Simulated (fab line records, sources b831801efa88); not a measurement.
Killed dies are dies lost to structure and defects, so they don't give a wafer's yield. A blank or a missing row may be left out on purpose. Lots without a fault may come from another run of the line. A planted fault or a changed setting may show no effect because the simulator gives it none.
A struck lot beside a sound one | flow sky130 | 17 steps out of a route of 708
Sound: wafers L885.1, L885.2, L885.4. Struck: wafers L889.3, L889.5, L889.6. The cause comes at the end.
At each step with rows: each side's tool, then ch and its chambers, then its first start. Under that, the readings that differ: sound wafers | struck wafers | difference of the means | sigmas: that difference in standard deviations of wafers without a fault.
alike: readings whose means differ by less than 2 such deviations, and words and numbers that are the same on both sides. not compared: withheld readings, readings that some wafer has no value for, bounds like >300 that may hide the same value, and numbers for which the record gives no deviation and whose values overlap.
The two part at a step that has a row with sigmas, a row that says differs or no value, or rows on one side only. Numbers that don't overlap but have no deviation are shown without sigmas and don't part them. A reading that every wafer of one side lacks parts them only if that side has two wafers or more.

SKY_GATE_OXIDE_TW_MEAS_14:
  sound on film_metro-01, day 17 19:39; struck on film_metro-01, day 19 03:16
  alike: GATE_OXIDE_TW
then, 3 steps without rows for these wafers: SKY_GATE_OXIDE_CLEAN_15 (cleans in SC1/SC2, time 150 s); SKY_GATE_OXIDE_OXIDATION_16 (stabilise 600 s, purge 300 s, target thk 3.57 nm); SKY_POLY_GATE_CVD_00 (deposits poly-Si, target thk 180 nm, time 720 s).
SKY_POLY_GATE_THK_MEAS_01:
  sound on film_metro-01, day 17 23:52; struck on film_metro-04, day 19 06:42
  alike: POLY_GATE_CVD_00_THK
then, 7 steps without rows for these wafers: SKY_RES_PROTECT_DEHYDRATE_00 (time 60 s); SKY_RES_PROTECT_HMDS_01 (prime time 60 s); SKY_RES_PROTECT_COAT_02 (resist thk 1140 nm); SKY_RES_PROTECT_SOFTBAKE_03 (time 60 s); SKY_RES_PROTECT_EXPOSE_04 (exposes mask RPM, target cd 1270 nm); SKY_RES_PROTECT_PEB_05; SKY_RES_PROTECT_DEVELOP_06 (develop time 60 s).
SKY_POLY_GATE_IMPLANT_02:
  sound on implanter-04 ch 0, day 19 05:41; struck on implanter-04 ch 0, day 20 09:41
  reading                          | sound                         | struck                     | difference | sigmas
  beam_on_s (s)                    | 31.7 31.3 32.3                | 9.9 9.9 10.2               | -21.8      | -16
  dose_ions_cm2                    | 7.711e+15 7.719e+15 7.724e+15 | 7.69e+14 7.73e+14 7.61e+14 | -6.95e+15  | -99 or more
  end_station_pressure_torr (Torr) | 1.09e-05 1.14e-05 1.16e-05    | 8.2e-06 9.1e-06 7.7e-06    | -3.0e-06   | -4
  faraday_current_uA               | 13373 13507 13111             | 4325 4280 4214             | -9057      | -17
SKY_RES_PROTECT_STRIP_07: strips in O2/N2.
  sound on plasma_asher-01 ch 0,1, day 19 05:50; struck on plasma_asher-03 ch 0,1, day 20 09:49
  reading                      | sound             | struck            | difference | sigmas
  oes_product_au (a.u.)        | 0.526 0.525 0.524 | 0.670 0.671 0.668 | +0.145     | +33
  strip_time_to_endpoint_s (s) | 23.40 23.33 23.36 | 15.20 15.21 15.24 | -8.15      | -99 or more
  alike: drypump_motor_current_A
  not compared: rf_hours_counter_h
SKY_RES_PROTECT_TW_MEAS_08:
  sound on film_metro-03, day 19 05:56; struck on film_metro-03, day 20 09:55
  reading      | sound          | struck         | difference | sigmas
  POLY_GATE_TW | 4074 4073 4082 | 2842 2851 2849 | -1229      | -41
then, 1 step without rows for these wafers: SKY_RES_PROTECT_CLEAN_09 (cleans in SC1/SC2, time 150 s).
-- the record jumps here: 29 days lie between the struck wafers' starts before and after (it left off in module RES_PROTECT and takes up again in module PAD_OPEN, whose first step shown is number 708 of the route) --
SKY_PAD_OPEN_PROBE_99:
  sound on prober-02, day 49 05:07; struck on prober-01, day 49 08:13
  reading                                   | sound                         | struck                       | difference | sigmas
  model.etest.licon_poly.rc_ohm             | 155.6 154.9 155.2             | 1.244e+05 1.31e+05 1.201e+05 | +1.250e+05 |
  model.etest.res_poly.line_ohm_um          | 519.2 526.6 514.2             | 8694 8929 8489               | +8184      |
  model.etest.res_poly.rs_ohm_sq            | 47.63 47.6 47.82              | 838.4 857.2 841.8            | +798.1     |
  model.etest.nfet_16v.r_on_ohm_um          | 1.402e+04 1.394e+04 1.393e+04 | 1.476e+04 1.49e+04 1.495e+04 | +9.067e+02 |
  model.etest.ring_1v8.delay_ps             | 20.53 20.5 20.91              | 399.9 419.8 387.5            | +381.8     |
  model.etest.ring_5v.delay_ps              | 44.51 44.72 44.97             | 418.8 439.3 406.4            | +376.8     |
  model.etest.nfet_01v8.r_on_ohm_um         | 819.3 820.8 831.3             | 1026 1026 1008               | +196       |
  model.etest.nfet_01v8_swapped.drive_ua_um | 516.6 509.1 507.8             | 384.8 379.9 384.7            | -128.0     |
  alike: killed_at_M0_to_M3, killed_at_M4_up, killed_at_contacts, killed_at_front_end, killed_at_other, killed_dies, killed_open, killed_short

WHERE THEY PART
First at SKY_POLY_GATE_IMPLANT_02; last, within this record, at SKY_RES_PROTECT_TW_MEAS_08. Later steps at which nothing parts them and some readings are alike: SKY_PAD_OPEN_PROBE_99.

WHY: what the simulator had put in
Process parameter drift: implanter-04, from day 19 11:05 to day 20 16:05, at SKY_POLY_GATE_IMPLANT_02. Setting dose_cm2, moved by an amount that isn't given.
